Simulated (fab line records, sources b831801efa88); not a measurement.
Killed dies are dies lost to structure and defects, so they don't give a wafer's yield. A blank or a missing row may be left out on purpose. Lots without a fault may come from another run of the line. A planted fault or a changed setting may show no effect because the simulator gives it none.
fab line records | flow sky130
record lots=6 wafers=18 last_day=50
route steps=708 shown METAL3@567 VIA3@573 PAD_OPEN@708
lots that met no fault: from a run of the same line without faults
start_h: hours from the record's first day to the start of the lot's first wafer shown | wait_h: hours since the lot's step before | " the same as in the row above | L1.1+2: a row that stands for several wafers | - no value, or no start given | * or withheld: withheld | < > ~ a bound
route shown NAME@n: a module of which the file shows steps, and the number in the route of the first | usual: mean/standard deviation of fault-free wafers | same: alike in all rows | chamber/n: place in a boat | sites: the reading at each site | _std_site: their standard deviation | _edge_site: outer sites' mean less inner sites' | radius_mm: how far each site lies from the wafer's centre | mask NAME#n: copy n | behind: the tool/chamber that last shaped the wafer | hold: why the lot was held/for how many hours/how that ended | device: the transistor (n, p or np) that didn't switch | end of line: the same wafers' tests at the end of the route | a step without rows: its recipe alone | killed: dies lost to structure and defects at the first sort, not the wafer's yield | map: a wafer's dies, x killed, . not, _ none there
set.NAME: the setting as run; set.NAME@STEP: as run at that earlier step | model.NAME: the simulator's own value behind a step, which no gauge read
lots at some steps of the route; a table a step, a row a wafer
services: from which hour (start_h, from the record's first day; less than 0 if before it) a tool's chamber was out of use, for how many hours, and why
## steps
# step SKY_METAL3_ETCH_17
# recipe target=SiO2 stop_on=TiN chemistry=C4F8/O2/Ar source_w=1500 bias_w=1200 pressure_mtorr=40 c4f8_flow_sccm=withheld O2_flow_sccm=6 Ar_flow_sccm=300 time_s=3.9 target_depth_a=150
# usual oes_product_au=0.752/0.007
# columns lot.wafer tool chamber start_h wait_h oes_product_au rf_hours_counter_h
L753.3 rie_diel-01 1 921.19 0.0 0.759 4
L753.5 " 2 " " 0.764 -
L753.6 " 3 " " 0.757 -
L756.2 rie_diel-04 3 948.59 0.1 0.748 8
L756.3 " 1 " " 0.746 21
L756.5 " 1 " " 0.760 -
L759.1 rie_diel-01 2 960.99 0.1 0.752 12
L759.2 " 1 " " 0.758 5
L759.4 " 1 " " 0.756 -
L770.1 rie_diel-01 1 1044.84 0.1 0.750 8
L770.4 " 0 " " 0.768 6
L770.6 " 0 " " 0.746 -
L771.2 rie_diel-04 0 1051.29 0.1 0.748 14
L771.3 " 1 " " 0.755 25
L771.6 " 0 " " 0.761 -
L774.2 rie_diel-01 0 1062.64 0.1 0.752 7
L774.3 " 2 " " 0.755 15
L774.6 " 1 " " 0.757 -
# step SKY_METAL3_METAL_ETCH_18
# recipe target_depth_a=8450 stop_on=SiO2 over_etch_frac=0.3 time_s=183.1 chemistry=Cl2/BCl3 resist_sidewall_deg=88 pressure_mtorr=10 icp_w=900 bias_w=48.5 Cl2_flow_sccm=60 bcl3_flow_sccm=30
# usual drypump_motor_current_A=5.4/0.56 oes_product_au=0.866/0.0063 throttle_valve_pct=22.265/0.0093
# columns lot.wafer tool chamber start_h wait_h drypump_motor_current_A oes_product_au rf_hours_counter_h throttle_valve_pct
L753.3 rie_metal-01 1 921.32 0.1 5.2 0.872 - 22.270
L753.5 " 1 " " 5.2 0.874 - 22.262
L753.6 " 1 " " 5.2 0.864 - 22.261
L756.2 rie_metal-02 1 948.61 0.0 4.9 0.868 8 22.279
L756.3 " 0 " " 5.1 0.869 - 22.269
L756.5 " 0 " " 5.1 0.868 - 22.271
L759.1 rie_metal-01 1 961.01 0.0 5.2 0.866 0 22.267
L759.2 " 0 " " 6.2 0.862 3 22.255
L759.4 " 0 " " 6.2 0.879 - 22.249
L770.1 rie_metal-01 1 1044.86 0.0 5.2 0.870 6 22.264
L770.4 " 0 " " 6.2 0.867 - 22.257
L770.6 " 1 " " 5.2 0.873 - 22.266
L771.2 rie_metal-01 0 1051.31 0.0 6.2 0.862 9 22.257
L771.3 " 0 " " 6.2 0.858 - 22.276
L771.6 " 1 " " 5.2 0.861 - 22.264
L774.2 rie_metal-04 0 1062.66 0.0 6.2 0.865 15 22.266
L774.3 " 0 " " 6.2 0.867 - 22.251
L774.6 " 0 " " 6.2 0.864 - 22.268
# step SKY_METAL3_STRIP_19
# recipe chemistry=O2/N2 power_w=1400 pressure_mtorr=1500 platen_temp_c=withheld o2_flow_sccm=3000 n2_flow_sccm=300 overash_fraction=0.5
# usual drypump_motor_current_A=5.6/0.44 oes_product_au=0.503/0.0054 strip_time_to_endpoint_s=6.54/0.081
# columns lot.wafer tool chamber start_h wait_h drypump_motor_current_A oes_product_au rf_hours_counter_h strip_time_to_endpoint_s
L753.3 plasma_asher-03 0 921.59 0.2 5.3 0.502 - 6.71
L753.5 " 1 " " 5.2 0.510 - 6.65
L753.6 " 0 " " 5.3 0.509 - 6.72
L756.2 plasma_asher-02 1 948.78 0.1 6.2 0.505 114 6.57
L756.3 " 1 " " 6.1 0.495 - 6.54
L756.5 " 0 " " 4.9 0.506 - 6.57
L759.1 plasma_asher-01 1 961.19 0.1 5.7 0.503 53 6.44
L759.2 " 0 " " 6.1 0.505 53 6.53
L759.4 " 1 " " 5.7 0.503 - 6.48
L770.1 plasma_asher-03 1 1045.03 0.1 5.2 0.500 30 6.54
L770.4 " 1 " " 5.2 0.505 - 6.49
L770.6 " 0 " " 5.3 0.498 - 6.50
L771.2 plasma_asher-02 0 1051.49 0.1 4.9 0.508 123 6.60
L771.3 " 1 " " 6.2 0.505 - 6.63
L771.6 " 1 " " 6.1 0.500 - 6.57
L774.2 plasma_asher-03 0 1062.84 0.1 5.3 0.510 32 6.62
L774.3 " 1 " " 5.2 0.502 - 6.59
L774.6 " 0 " " 5.3 0.505 - 6.61
# step SKY_METAL3_STRIP_20
# recipe chemistry=post_etch_residue_remover time_s=1200 temp_c=72.5
# step SKY_METAL3_CLEAN_21
# recipe chemistry=IPA time_s=180 temp_c=25
# step SKY_METAL3_CLEAN_22
# recipe chemistry=O3/DIW dry=n2_spin
# step SKY_VIA3_HDPCVD_00
# recipe material=SiO2 target_thk_nm=1635 sigma_open_frac=0.3 time_s=272.5 temp_c=400 sih4_flow_sccm=60 pressure_mtorr=6
# step SKY_VIA3_THK_MEAS_01
# recipe reads=SiO2_of_VIA3_HDPCVD_00
# usual VIA3_HDPCVD_THK=1645/20
# columns lot.wafer tool chamber start_h wait_h VIA3_HDPCVD_THK[nm]
L753.3 film_metro-03 - 922.37 0.1 1640
L753.5 " - " " 1674
L753.6 " - " " 1663
L756.2 film_metro-04 - 949.67 0.2 1654
L756.3 " - " " 1649
L756.5 " - " " 1646
L759.1 film_metro-04 - 961.95 0.1 1642
L759.2 " - " " 1630
L759.4 " - " " 1641
L770.1 film_metro-04 - 1045.79 0.1 1657
L770.4 " - " " 1668
L770.6 " - " " 1652
L771.2 film_metro-02 - 1052.27 0.1 1655
L771.3 " - " " 1649
L771.6 " - " " 1637
L774.2 film_metro-02 - 1063.61 0.1 1642
L774.3 " - " " 1620
L774.6 " - " " 1639
# step SKY_VIA3_CMP_02
# recipe material=SiO2 down_force_psi=4 platen_rpm=60 pad_velocity_m_s=0.94248
# usual motor_current_A=12.1/0.65
# columns lot.wafer tool chamber start_h wait_h motor_current_A
L753.3 cmp-02 0 922.71 0.3 11.6
L753.6 " 1 " " 12.5
L753.5 " 2 " " 12.7
L756.2 cmp-02 2 949.72 0.0 13.0
L756.3 " 3 " " 11.8
L756.5 " 2 " " 12.6
L759.2 cmp-02 3 962.01 0.0 10.9
L759.1 " 1 " " 12.2
L759.4 " 2 " " 13.2
L770.4 cmp-01 0 1045.85 0.0 12.7
L770.1 " 1 " " 11.0
L770.6 " 0 " " 12.5
L771.3 cmp-02 1 1052.36 0.1 11.9
L771.2 " 0 " " 12.1
L771.6 " 1 " " 12.1
L774.3 cmp-02 0 1063.66 0.0 11.7
L774.2 " 2 " " 12.7
L774.6 " 1 " " 12.3
# step SKY_VIA3_BOW_MEAS_03
# recipe mode=bow
# usual VIA3_BOW=80/8.3
# columns lot.wafer tool chamber start_h wait_h VIA3_BOW[um]
L753.3 film_metro-04 - 922.90 0.1 70
L753.5 " - " " 83
L753.6 " - " " 67
L756.2 film_metro-03 - 950.04 0.3 86
L756.3 " - " " 96
L756.5 " - " " 90
L759.1 film_metro-04 - 962.31 0.1 73
L759.2 " - " " 82
L759.4 " - " " 85
L770.1 film_metro-04 - 1046.15 0.2 76
L770.4 " - " " 70
L770.6 " - " " 75
L771.2 film_metro-02 - 1052.68 0.1 85
L771.3 " - " " 86
L771.6 " - " " 79
L774.2 film_metro-03 - 1063.98 0.2 83
L774.3 " - " " 71
L774.6 " - " " 84
# step SKY_VIA3_DEHYDRATE_04
# recipe temp_c=200 time_s=60
# step SKY_VIA3_HMDS_05
# recipe prime_time_s=60 prime_temp_c=120
# step SKY_VIA3_COAT_06
# recipe resist=BARC temp_c=withheld time_s=withheld spin_rpm=3000 resist_thk_nm=60
# usual spin_speed_rpm=3000.4/2.2
# columns lot.wafer tool chamber start_h wait_h spin_speed_rpm
L753.3 litho_track-04 0 935.28 0.1 3002.7
L753.5 " 0 " " 3001.6
L753.6 " 0 " " 2999.2
L756.2 litho_track-04 0 962.40 0.1 4073.0
L756.3 " 0 " " 4074.6
L756.5 " 0 " " 4074.6
L759.1 litho_track-04 0 973.78 0.1 4069.9
L759.2 " 0 " " 4071.7
L759.4 " 0 " " 4073.7
L770.1 litho_track-03 0 1056.01 0.1 2996.8
L770.4 " 0 " " 2997.7
L770.6 " 0 " " 3001.0
L771.2 litho_track-02 0 1064.56 0.1 2998.9
L771.3 " 0 " " 2998.1
L771.6 " 0 " " 3000.0
L774.2 litho_track-04 0 1074.00 0.1 2999.5
L774.3 " 0 " " 3000.7
L774.6 " 0 " " 2997.6
# step SKY_VIA3_COAT_07
# recipe resist=KrF-thick spin_rpm=3000 resist_thk_nm=450
# step SKY_VIA3_SOFTBAKE_08
# recipe temp_c=100 time_s=90 resist=KrF-thick
# step SKY_VIA3_EXPOSE_09
# recipe mask_id=VIM3 na=0.8 source_shape=annular sigma_inner=0.55 sigma_outer=0.85 target_cd_nm=200 dose_mj=38
# step SKY_VIA3_PEB_10
# recipe peb_temp_c=withheld peb_time_s=withheld resist=KrF-thick
# step SKY_VIA3_DEVELOP_11
# recipe develop_time_s=60 resist=KrF-thick dev_temp_c=21
# step SKY_VIA3_CD_MEAS_12
# recipe target_cd_nm=200
# usual cd_nm=200.6/1.5
# columns lot.wafer tool chamber start_h wait_h cd_nm
L753.3 cd_sem-01 - 946.93 - 200.8
L753.5 " - " " 200.0
L753.6 " - " " 202.7
L756.2 cd_sem-01 - 974.03 - 199.1
L756.3 " - " " 199.4
L756.5 " - " " 201.1
L759.1 cd_sem-02 - 986.83 - 199.7
L759.2 " - " " 199.8
L759.4 " - " " 199.0
L770.1 cd_sem-01 - 1068.24 - 200.7
L770.4 " - " " 198.8
L770.6 " - " " 197.9
L771.2 cd_sem-01 - 1074.85 - 200.6
L771.3 " - " " 200.0
L771.6 " - " " 200.8
L774.2 cd_sem-01 - 1085.90 - 200.2
L774.3 " - " " 202.5
L774.6 " - " " 202.2
# step SKY_VIA3_OVL_MEAS_13
# usual VIA3_OVL=-5/5.3
# columns lot.wafer tool chamber start_h wait_h VIA3_OVL[nm]
L753.3 overlay-02 - 947.02 0.1 7
L753.5 " - " " 4
L753.6 " - " " 5
L756.2 overlay-01 - 974.13 0.1 -5
L756.3 " - " " -10
L756.5 " - " " -10
L759.1 overlay-02 - 986.95 0.1 -13
L759.2 " - " " -14
L759.4 " - " " -7
L770.1 overlay-02 - 1068.36 0.1 -12
L770.4 " - " " -7
L770.6 " - " " -10
L771.2 overlay-01 - 1074.95 0.1 2
L771.3 " - " " -7
L771.6 " - " " -7
L774.2 overlay-02 - 1086.00 0.1 -15
L774.3 " - " " -10
L774.6 " - " " -17
# step SKY_VIA3_ETCH_14
# recipe chemistry=N2/H2 target=BARC ion_energy_ev=200 source_w=500 bias_w=100 pressure_mtorr=30 n2_flow_sccm=100 h2_flow_sccm=200 stop_on=SiO2 time_s=45.9 target_depth_a=600
# usual drypump_motor_current_A=5.7/0.38 oes_product_au=0.855/0.0049 throttle_valve_pct=13.225/0.0091
# columns lot.wafer tool chamber start_h wait_h drypump_motor_current_A oes_product_au rf_hours_counter_h throttle_valve_pct model.etch.depth_nm
L753.3 rie_diel-04 1 947.04 0.0 5.8 0.855 21 13.226 60.02
L753.5 " 3 " " 5.8 0.853 - 13.215 59.97
L753.6 " 2 " " 6.0 0.851 - 13.215 60.2
L756.2 rie_diel-02 1 974.16 0.0 5.9 0.786 5 13.207 51.55
L756.3 " 2 " " 6.0 0.790 9 13.213 51.66
L756.5 " 1 " " 5.9 0.790 - 13.241 51.61
L759.1 rie_diel-03 1 986.98 0.0 5.2 0.783 18 13.222 51.59
L759.2 " 2 " " 6.3 0.778 18 13.236 51.56
L759.4 " 2 " " 6.3 0.786 - 13.223 51.7
L770.1 rie_diel-02 0 1068.39 0.0 4.8 0.860 19 13.215 59.92
L770.4 " 1 " " 5.8 0.853 8 13.227 59.87
L770.6 " 1 " " 5.9 0.856 - 13.230 59.85
L771.2 rie_diel-04 3 1074.98 0.0 5.8 0.851 12 13.229 59.86
L771.3 " 2 " " 6.0 0.848 14 13.223 59.72
L771.6 " 3 " " 5.8 0.858 - 13.216 59.96
L774.2 rie_diel-02 2 1086.03 0.0 6.0 0.860 13 13.205 59.93
L774.3 " 3 " " 6.2 0.855 12 13.217 60.12
L774.6 " 0 " " 4.8 0.865 - 13.216 60.18
# step SKY_VIA3_ETCH_15
# recipe target=SiO2 chemistry=C4F8/O2/Ar target_depth_nm=507 stop_on=TiN mask_material=KrF-thick source_w=1500 bias_w=1200 pressure_mtorr=40 c4f8_flow_sccm=withheld O2_flow_sccm=6 Ar_flow_sccm=300 time_s=78
# usual oes_product_au=0.946/0.0048
# columns lot.wafer tool chamber start_h wait_h oes_product_au rf_hours_counter_h
L753.3 rie_diel-04 1 947.09 0.0 0.942 21
L753.5 " 3 " " 0.948 -
L753.6 " 2 " " 0.943 -
L756.2 rie_diel-02 1 974.21 0.0 0.944 5
L756.3 " 2 " " 0.942 9
L756.5 " 1 " " 0.942 -
L759.1 rie_diel-03 1 987.03 0.0 0.933 18
L759.2 " 2 " " 0.947 18
L759.4 " 2 " " 0.946 -
L770.1 rie_diel-02 0 1068.44 0.0 0.947 19
L770.4 " 1 " " 0.941 8
L770.6 " 1 " " 0.937 -
L771.2 rie_diel-04 3 1075.03 0.0 0.951 12
L771.3 " 2 " " 0.952 14
L771.6 " 3 " " 0.950 -
L774.2 rie_diel-02 2 1086.08 0.0 0.949 13
L774.3 " 3 " " 0.947 12
L774.6 " 0 " " 0.944 -
# step SKY_VIA3_STRIP_16
# recipe chemistry=O2/N2 power_w=1400 pressure_mtorr=1500 platen_temp_c=withheld o2_flow_sccm=3000 n2_flow_sccm=300 overash_fraction=0.5
# usual drypump_motor_current_A=5.6/0.57 oes_product_au=0.403/0.0047 strip_time_to_endpoint_s=4.15/0.032
# columns lot.wafer tool chamber start_h wait_h drypump_motor_current_A oes_product_au rf_hours_counter_h strip_time_to_endpoint_s
L753.3 plasma_asher-02 1 947.18 0.1 6.2 0.394 - 4.15
L753.5 " 1 " " 6.2 0.398 - 4.17
L753.6 " 0 " " 4.9 0.407 - 4.15
L756.2 plasma_asher-02 1 974.27 0.0 6.2 0.406 116 4.09
L756.3 " 0 " " 4.9 0.397 - 4.06
L756.5 " 0 " " 4.9 0.390 - 4.10
L759.1 plasma_asher-02 1 987.09 0.0 6.1 0.403 117 4.07
L759.2 " 0 " " 4.9 0.404 117 4.02
L759.4 " 1 " " 6.2 0.398 - 4.01
L770.1 plasma_asher-04 1 1068.50 0.0 5.5 0.405 93 4.18
L770.4 " 0 " " 6.6 0.406 - 4.19
L770.6 " 0 " " 6.6 0.404 - 4.23
L771.2 plasma_asher-02 1 1075.09 0.0 6.2 0.412 1 4.14
L771.3 " 0 " " 4.9 0.395 - 4.15
L771.6 " 1 " " 6.2 0.400 - 4.17
L774.2 plasma_asher-04 1 1086.14 0.0 5.5 0.405 95 4.13
L774.3 " 0 " " 6.6 0.406 - 4.12
L774.6 " 1 " " 5.5 0.399 - 4.20
# step SKY_VIA3_STRIP_17
# recipe chemistry=post_etch_residue_remover time_s=1200 temp_c=72.5
# step SKY_PAD_OPEN_PROBE_99
# usual defect_limited_yield=82.4/1.9 killed_at_M0_to_M3=43/6.7 killed_at_M4_up=3.1/1.9 killed_at_contacts=25/5 killed_at_front_end=15/4 killed_at_other=0.4/0.69 killed_dies=87/9.2 killed_open=46/7.1 killed_short=40/6.8 sort_bin_3_pad_short=0.9/0.48 sort_bin_5_function=10.3/1.5 sort_bin_6_memory=6.4/1.2 sort_n_pass=405/9.2 sort_yield_pct=82.4/1.9
# same gross_dies=492 killed_at_back_side=0 sort_bin_4_leakage[%]=0 sort_bin_8_speed[%]=0
# columns lot.wafer tool chamber start_h wait_h defect_limited_yield[%] killed_at_M0_to_M3 killed_at_M4_up killed_at_contacts killed_at_front_end killed_at_other killed_dies killed_open killed_short sort_bin_3_pad_short[%] sort_bin_5_function[%] sort_bin_6_memory[%] sort_n_pass sort_yield_pct[%]
L753.3 prober-01 - 1092.62 0.2 77.2 56 1 39 16 0 112 64 47 2.2 12.6 7.9 380 77.2
L753.5 prober-01 - 1092.72 0.2 82.9 45 2 16 20 1 84 41 43 0.4 10.8 5.9 408 82.9
L753.6 prober-01 - 1092.77 0.2 80.9 46 3 27 18 0 94 54 40 0.2 11.8 7.1 398 80.9
L756.2 prober-02 - 1116.17 0.1 82.1 50 2 13 23 0 88 48 40 0.4 11.2 6.3 404 82.1
L756.3 prober-02 - 1116.22 0.2 83.3 42 0 23 16 1 82 43 39 1.0 10.2 5.5 410 83.3
L756.5 prober-02 - 1116.32 0.2 85.4 35 3 14 19 1 72 36 36 0.2 13.0 1.4 420 85.4
L759.1 prober-01 - 1126.96 0.1 84.8 39 3 17 15 1 75 40 35 1.2 8.3 5.7 417 84.8
L759.2 prober-01 - 1127.01 0.1 84.6 33 2 25 16 0 76 39 37 1.2 8.9 5.3 416 84.6
L759.4 prober-01 - 1127.11 0.2 85.8 32 2 22 14 0 70 34 36 0.6 7.7 5.9 422 85.8
L771.2 prober-01 - 1195.88 0.1 83.7 36 5 26 13 0 80 38 42 1.2 9.3 5.7 412 83.7
L771.3 prober-01 - 1195.93 0.2 81.9 39 3 30 17 0 89 43 46 1.2 10.4 6.5 403 81.9
L771.6 prober-01 - 1196.08 0.2 80.7 48 7 31 9 0 95 44 51 0.8 10.6 7.9 397 80.7
L774.2 prober-01 - 1204.66 0.1 84.6 33 1 24 17 1 76 41 35 0.6 10.6 4.3 416 84.6
L774.3 prober-01 - 1204.71 0.2 83.7 38 3 25 14 0 80 45 35 0.2 10.6 5.5 412 83.7
L774.6 prober-01 - 1204.86 0.2 80.7 43 7 30 15 0 95 46 49 0.2 12.2 6.9 397 80.7
# killed by level:class
L753.3 LI_CONTACT:geometric_particle:open=11 CONTACT:geometric_particle:open=11 VIA2:geometric_particle:open=10 VIA1:geometric_particle:open=8 CONTACT:geometric_particle:short=7 METAL2:geometric_particle:short=7 VIA3:geometric_particle:open=7 LOCAL_INTERCONNECT:geometric_particle:short=6
L753.5 VIA1:geometric_particle:open=12 METAL2:geometric_particle:short=9 LI_CONTACT:geometric_particle:open=6 FIELD_ISO:geometric_particle:short=5 POLY_GATE:geometric_particle:open=5 CONTACT:geometric_particle:short=4 METAL1:geometric_particle:short=4 VIA1:geometric_particle:short=4
L753.6 METAL2:geometric_particle:short=11 VIA2:geometric_particle:open=11 LI_CONTACT:geometric_particle:open=10 CONTACT:geometric_particle:open=10 VIA3:geometric_particle:short=6 VIA1:geometric_particle:open=5 FIELD_ISO:geometric_particle:short=4 POLY_GATE:geometric_particle:short=4
L756.2 VIA1:geometric_particle:short=12 VIA1:geometric_particle:open=10 FIELD_ISO:geometric_particle:open=8 METAL2:geometric_particle:short=7 VIA2:geometric_particle:open=6 FIELD_ISO:geometric_particle:short=5 LI_CONTACT:geometric_particle:open=5 CONTACT:geometric_particle:open=5
L756.3 CONTACT:geometric_particle:open=8 CONTACT:geometric_particle:short=6 VIA1:geometric_particle:short=6 VIA2:geometric_particle:open=6 POLY_GATE:geometric_particle:short=5 LI_CONTACT:geometric_particle:open=5 METAL1:geometric_particle:short=5 VIA3:geometric_particle:open=5
L756.5 CONTACT:geometric_particle:open=6 POLY_GATE:geometric_particle:open=5 VIA1:geometric_particle:open=5 VIA2:geometric_particle:open=5 METAL3:geometric_particle:short=5 FIELD_ISO:geometric_particle:open=4 LI_CONTACT:geometric_particle:open=4 VIA1:geometric_particle:short=4
L759.1 VIA1:geometric_particle:open=12 METAL1:geometric_particle:short=7 LI_CONTACT:geometric_particle:short=5 LI_CONTACT:geometric_particle:open=5 CONTACT:geometric_particle:open=5 FIELD_ISO:geometric_particle:open=4 POLY_GATE:geometric_particle:open=4 VIA2:geometric_particle:open=4
L759.2 VIA1:geometric_particle:open=8 CONTACT:geometric_particle:open=8 METAL1:geometric_particle:short=7 CONTACT:geometric_particle:short=6 FIELD_ISO:geometric_particle:short=5 VIA2:geometric_particle:open=5 FIELD_ISO:geometric_particle:open=4 LI_CONTACT:geometric_particle:open=4
L759.4 LI_CONTACT:geometric_particle:open=7 CONTACT:geometric_particle:short=6 VIA1:geometric_particle:open=6 METAL2:geometric_particle:short=5 CONTACT:geometric_particle:open=5 METAL1:geometric_particle:short=5 VIA1:geometric_particle:short=5 VIA2:geometric_particle:open=5
L771.2 CONTACT:geometric_particle:open=8 LOCAL_INTERCONNECT:geometric_particle:short=7 VIA1:geometric_particle:open=7 LI_CONTACT:geometric_particle:open=6 POLY_GATE:geometric_particle:open=5 VIA1:geometric_particle:short=5 VIA3:geometric_particle:short=5 METAL1:geometric_particle:short=4
L771.3 CONTACT:geometric_particle:open=12 VIA1:geometric_particle:open=11 LOCAL_INTERCONNECT:geometric_particle:short=8 METAL2:geometric_particle:short=8 POLY_GATE:geometric_particle:short=6 METAL1:geometric_particle:short=5 POLY_GATE:geometric_particle:open=4 CONTACT:geometric_particle:short=4
L771.6 VIA1:geometric_particle:open=13 CONTACT:geometric_particle:open=9 METAL1:geometric_particle:short=9 CONTACT:geometric_particle:short=8 FIELD_ISO:geometric_particle:short=6 LI_CONTACT:geometric_particle:open=6 METAL2:geometric_particle:short=5 METAL4:geometric_particle:short=5
L774.2 CONTACT:geometric_particle:open=9 METAL1:geometric_particle:short=8 VIA1:geometric_particle:open=6 LOCAL_INTERCONNECT:geometric_particle:short=5 VIA2:geometric_particle:open=5 FIELD_ISO:geometric_particle:open=3 FIELD_ISO:geometric_particle:short=3 CONTACT:geometric_particle:short=3
L774.3 CONTACT:geometric_particle:open=9 LI_CONTACT:geometric_particle:open=7 VIA1:geometric_particle:open=7 VIA3:geometric_particle:open=7 FIELD_ISO:geometric_particle:short=6 VIA1:geometric_particle:short=5 VIA2:geometric_particle:open=5 METAL3:geometric_particle:short=5
L774.6 VIA1:geometric_particle:open=10 METAL2:geometric_particle:short=9 CONTACT:geometric_particle:short=8 LI_CONTACT:geometric_particle:open=8 VIA3:geometric_particle:open=7 CONTACT:geometric_particle:open=6 LOCAL_INTERCONNECT:geometric_particle:short=5 METAL4:geometric_particle:short=5
## services
# columns tool chamber start_h hours kind
rie_diel-02 - 901.91 0.5 repair
plasma_asher-04 - 905.75 9.4 repair
cmp-02 - 912.00 4.0 pm
rie_diel-03 3 915.89 50.5 repair
rie_diel-01 0 933.72 4.5 repair
rie_diel-04 0 940.85 2.2 repair
cmp-02 - 946.64 2.4 repair
plasma_asher-02 - 961.62 2.8 pm
rie_diel-04 - 963.37 0.9 repair
rie_diel-02 2 965.68 4.5 repair
plasma_asher-04 - 980.43 0.8 repair
rie_diel-03 0 984.54 15.7 repair
rie_metal-01 1 985.62 5.7 repair
rie_diel-02 0 991.20 33.9 repair
cmp-02 - 1015.32 3.3 repair
rie_diel-04 - 1024.53 0.5 repair
rie_diel-02 - 1027.10 2.8 pm
rie_diel-04 3 1042.87 24.4 repair
plasma_asher-03 - 1047.80 0.5 repair
plasma_asher-02 - 1055.25 9.0 pm
rie_diel-04 0 1058.98 19.4 repair
cmp-02 - 1064.12 0.5 repair
rie_diel-02 0 1069.19 2.5 repair
rie_diel-04 2 1075.30 13.8 repair
## key
first_sign step=SKY_VIA3_COAT_06 reading=spin_speed_rpm direction=up sigmas=99+ usual=3000.4 struck=4072.9
effect step=SKY_VIA3_ETCH_14 reading=oes_product_au direction=down sigmas=14 usual=0.855 struck=0.786
effect step=SKY_VIA3_STRIP_16 reading=strip_time_to_endpoint_s direction=down sigmas=2.7 usual=* struck=*
model_effect step=SKY_VIA3_ETCH_14 value=etch.depth_nm without=60.13 struck=51.61
met_at SKY_VIA3_COAT_06
struck_wafers L756.2,L756.3,L756.5,L759.1,L759.2,L759.4
onset_between 935.28 962.40
fault kind=process_parameter_drift tool=litho_track-04 chamber=- onset_h=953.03 steps=SKY_VIA3_COAT_06 channel=spin_rpm offset=1071.5 shape=step end_h=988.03 acts_in=these_recipes_only stated=3000
